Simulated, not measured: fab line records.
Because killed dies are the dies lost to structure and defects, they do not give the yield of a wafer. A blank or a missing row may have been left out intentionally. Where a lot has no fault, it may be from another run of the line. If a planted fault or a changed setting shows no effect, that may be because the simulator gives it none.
2 desks, one fault + flow sky130 + what lay behind the numbers comes last; until then each desk has only its own

## FROM THE METROLOGY DESK
What the gauges read, lot by lot, whatever tool the lot ran on: means of the sampled wafers that have a number. Marked OUT: a lot whose mean sits more than 4 standard deviations from the usual mean, which makes it out of limits; the brackets give that distance.
Columns: A = METAL1_OVL at SKY_METAL1_OVL_MEAS_16, usual -2 nm; B = VIA1_W_THK at SKY_VIA1_THK_MEAS_23, usual 274 nm
| lot  | first seen here | A   | B   |
|------|-----------------|-----|-----|
| L733 | day 32 11:45    | -0  | 267 |
| L734 | day 33 05:03    | -2  | 278 |
| L735 | day 33 07:58    | -4  | 275 |
| L736 | day 33 23:53    | -2  | 276 |
| L739 | day 34 18:32    | -10 | 279 |
| L740 | day 35 02:49    | -0  | 279 |
| L741 | day 36 00:02    | -3  | 272 |
| L744 | day 36 13:34    | -3  | 273 |
| L745 | day 36 18:11    | -5  | 270 |
| L749 | day 38 01:38    | -3  | 269 |
| L750 | day 38 09:14    | 2   | 275 |
| L752 | day 38 18:40    | -9  | 274 |
Finding of this desk: none of the 12 lots has anything out of limits.

## THE TOOL OWNER'S DESK: rie-si-02
The tool's own readings at SKY_FIELD_ISO_ETCH_17 (etches Si in HBr/Cl2/O2, target depth 342 nm, time 97.7 s): means of the sampled wafers that have a number, for each lot that ran on this tool. Marked OUT: a lot whose mean sits more than 4 standard deviations from the usual mean, which makes it out of limits; the brackets give that distance.
Columns: A = bias-w at SKY_FIELD_ISO_ETCH_17, usual 150.0 W; B = drypump-motor-current-A at SKY_FIELD_ISO_ETCH_17, usual 5.8 A; C = oes-product-au at SKY_FIELD_ISO_ETCH_17, usual 0.991 a.u.; D = run-length-s at SKY_FIELD_ISO_ETCH_17, usual 126.1 s; E = throttle-valve-pct at SKY_FIELD_ISO_ETCH_17, usual 25.663 %
| lot  | first seen here | A     | B   | C     | D               | E      |
|------|-----------------|-------|-----|-------|-----------------|--------|
| L733 | day 2 04:59     | 150.6 | 5.9 | 0.980 | 126.0           | 25.662 |
| L734 | day 2 11:02     | 149.5 | 6.0 | 0.982 | 126.1           | 25.665 |
| L739 | day 3 14:08     | 150.2 | 5.8 | 0.993 | 126.0           | 25.671 |
| L745 | day 4 17:45     | 150.1 | 5.8 | 0.996 | 126.2           | 25.664 |
| L749 | day 5 17:33     | 149.4 | 6.0 | 0.987 | 110.3 (-37) OUT | 25.662 |
This desk finds L749 out of limits, L749 being first, at day 5 17:33 (run-length-s at SKY_FIELD_ISO_ETCH_17). L733, L734, L739, L745 stayed within limits.

## BROUGHT TOGETHER
The tool owner's desk had the chance to raise an alarm at day 5 17:33 on L749.
From the metrology desk's view, nothing was out of limits.
The metrology desk holds a record of L749, inside its limits.
On rie-si-02, each named lot ran SKY_FIELD_ISO_ETCH_17.

## WHAT WAS PUT IN BY THE SIMULATOR
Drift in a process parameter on rie-si-02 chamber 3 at SKY_FIELD_ISO_ETCH_17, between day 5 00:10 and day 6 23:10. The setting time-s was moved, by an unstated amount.
Struck lots among those shown: L749.
Each desk's first reading out of limits, in hours after the fault started: the tool owner's desk, 17.
